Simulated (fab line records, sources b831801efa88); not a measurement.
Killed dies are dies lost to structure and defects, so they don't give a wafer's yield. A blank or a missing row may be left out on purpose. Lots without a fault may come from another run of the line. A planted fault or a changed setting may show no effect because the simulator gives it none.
One fault seen from 2 desks | flow sky130 | each desk has only its own numbers; what lay behind them comes last

THE TOOL OWNER'S DESK: cvd_w-02
The tool's own readings at SKY_VIA1_CVD_21 (deposits W, target thk 270 nm, time 80.902 s): means of the sampled wafers that have a number, for each lot that ran on this tool. A lot is out of limits, marked OUT, if its mean lies more than 4 standard deviations from the usual mean; the brackets give that distance.
Columns: A = chamber_pressure_Torr at SKY_VIA1_CVD_21, usual 40.00 Torr; B = heater_power_w at SKY_VIA1_CVD_21, usual 799 W
lot  | first seen here | A               | B
L963 | day 35 05:01    | 39.84           | 808
L966 | day 36 13:46    | 40.01           | 817
L967 | day 36 19:08    | 40.01           | 820
L968 | day 37 03:53    | 44.29 (+47) OUT | 816
L969 | day 37 13:19    | 44.23 (+46) OUT | 804
L970 | day 37 20:28    | 44.17 (+45) OUT | 830
This desk's finding: out of limits on L968, L969, L970; first on L968, day 37 03:53 (chamber_pressure_Torr at SKY_VIA1_CVD_21). In limits: L963, L966, L967.

THE METROLOGY DESK
What the gauges read, lot by lot, whatever tool the lot ran on: means of the sampled wafers that have a number. A lot is out of limits, marked OUT, if its mean lies more than 4 standard deviations from the usual mean; the brackets give that distance.
Columns: A = VIA1_W_RS at SKY_VIA1_RS_MEAS_22, usual 0.427 ohm/sq; B = VIA1_W_THK at SKY_VIA1_THK_MEAS_23, usual 274 nm; C = METAL2_ALCU_RS at SKY_METAL2_RS_MEAS_05, usual 0.1261 ohm/sq
lot  | first seen here | A                | B              | C
L959 | day 34 10:07    | 0.422            | 280            | 0.1284
L963 | day 35 05:07    | 0.434            | 269            | 0.1276
L966 | day 36 13:53    | 0.426            | 274            | 0.1269
L967 | day 36 19:14    | 0.428            | 272            | 0.1244
L968 | day 37 03:59    | 0.407 (-4.4) OUT | 287            | 0.1254
L969 | day 37 13:26    | 0.405 (-5.0) OUT | 291 (+4.9) OUT | 0.1284
L970 | day 37 20:38    | 0.400 (-6.0) OUT | 295 (+6.2) OUT | 0.1253
L978 | day 40 05:04    | 0.430            | 271            | 0.1259
L979 | day 40 14:19    | 0.422            | 278            | 0.1255
L980 | day 40 16:34    | 0.429            | 274            | 0.1257
L981 | day 40 19:18    | 0.425            | 273            | 0.1267
This desk's finding: out of limits on L968, L969, L970; first on L968, day 37 03:59 (VIA1_W_RS at SKY_VIA1_RS_MEAS_22). In limits: L959, L963, L966, L967, L978, L979, L980, L981.

PUT TOGETHER
The tool owner's desk could have raised an alarm at day 37 03:53, on L968, L969, L970.
The metrology desk could have raised an alarm at day 37 03:59, on L968, L969, L970.
Of the lots named, all ran SKY_VIA1_CVD_21 on cvd_w-02.

WHAT THE SIMULATOR HAD PUT IN
Process parameter drift: cvd_w-02, from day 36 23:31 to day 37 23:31, at SKY_VIA1_CVD_21. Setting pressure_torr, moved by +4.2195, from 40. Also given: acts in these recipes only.
Lots struck among those shown: L968, L969, L970.
Hours from the fault's start to each desk's first reading out of limits: the tool owner's desk, 4; the metrology desk, 4.
